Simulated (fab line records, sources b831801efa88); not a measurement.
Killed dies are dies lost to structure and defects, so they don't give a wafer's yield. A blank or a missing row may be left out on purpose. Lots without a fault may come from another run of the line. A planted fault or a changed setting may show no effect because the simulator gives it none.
Which tool did it? | flow gf180mcu | 15 lots, 45 wafers sampled, at 2 steps of a route of 602

WHAT THE GAUGES READ, wafer by wafer
GF_V5_CD_MEAS_14: target cd 260 nm.
lot  | measured     | on        | cd_nm (nm)
L400 | day 26 23:07 | cd_sem-01 | 260.7 261.6 260.5
L401 | day 27 04:17 | cd_sem-02 | 260.7 260.5 260.2
L402 | day 27 15:52 | cd_sem-02 | 259.2 259.3 258.5
L405 | day 28 15:20 | cd_sem-02 | 261.7 262.7 261.6
L408 | day 30 03:22 | cd_sem-01 | 258.8 257.8 257.6
L409 | day 30 12:13 | cd_sem-01 | 260.6 259.3 259.5
L410 | day 30 12:59 | cd_sem-01 | 259.5 259.1 260.8
L411 | day 31 00:58 | cd_sem-01 | 262.2 261.6 260.4
L412 | day 31 04:34 | cd_sem-01 | 260.7 259.9 261.2
L416 | day 31 23:44 | cd_sem-02 | 259.0 258.3 259.1
L418 | day 32 09:04 | cd_sem-01 | 261.0 260.4 260.5
L417 | day 32 12:56 | cd_sem-01 | 260.9 261.2 260.2
L419 | day 32 21:52 | cd_sem-01 | 259.1 258.9 260.5
L422 | day 33 09:47 | cd_sem-01 | 260.8 261.4 261.3
L423 | day 33 13:26 | cd_sem-02 | 260.0 259.4 259.1

GF_V5_OVL_MEAS_15.
lot  | measured     | on         | V5_OVL (nm)
L400 | day 26 23:14 | overlay-02 | -6 -8 0
L401 | day 27 04:23 | overlay-02 | -12 -5 -7
L402 | day 27 15:57 | overlay-02 | -13 -17 -11
L405 | day 28 15:26 | overlay-02 | 2 -9 -4
L408 | day 30 03:27 | overlay-02 | -7 -1 -13
L409 | day 30 12:20 | overlay-02 | 0 -4 0
L410 | day 30 13:03 | overlay-02 | -2 -8 -1
L411 | day 31 01:03 | overlay-02 | -2 -1 3
L412 | day 31 04:41 | overlay-02 | 6 4 8
L416 | day 31 23:48 | overlay-01 | -5 -5 -9
L418 | day 32 09:09 | overlay-02 | 0 -3 -6
L417 | day 32 13:03 | overlay-02 | -7 -4 -4
L419 | day 32 21:59 | overlay-01 | 0 7 6
L422 | day 33 09:52 | overlay-01 | -7 0 -7
L423 | day 33 13:32 | overlay-02 | -6 -9 -3

WHICH TOOL RAN EACH LOT (tool, then ch and the chambers of the sampled wafers, then the start)
The record holds no process step before these readings.

WHAT THE TOOLS THEMSELVES READ (means of the sampled wafers that have a number; where no wafer has one, the mark that the record gives instead)
The record holds no such reading with a usual standard deviation.

THE ANSWER, worked out from the rows above alone
Rule: what is usual is taken from the lots themselves. Put in order of their means at a reading, lots are off if they are a third of the lots or fewer, leave a main group of 4 or more, and stand apart from it by a gap of 3 or more times the standard deviation of the main group's means; of several such gaps the widest counts. A main group whose means are all the same, to the digits that the tables above print for the reading, isn't used. A lot without any number at a reading at which 4 lots or more have one is off too. The other lots that the step has rows for count as sound. The gauges are gone through in route order, then the tools' own readings, and for those a lot's mean is taken as printed above. The first step at which some lot is off is used, and at that step the reading that is off furthest; a lot without a number counts as furthest.
No lot is off at any reading shown: from this, nothing can be told.

WHAT THE SIMULATOR HAD PUT IN
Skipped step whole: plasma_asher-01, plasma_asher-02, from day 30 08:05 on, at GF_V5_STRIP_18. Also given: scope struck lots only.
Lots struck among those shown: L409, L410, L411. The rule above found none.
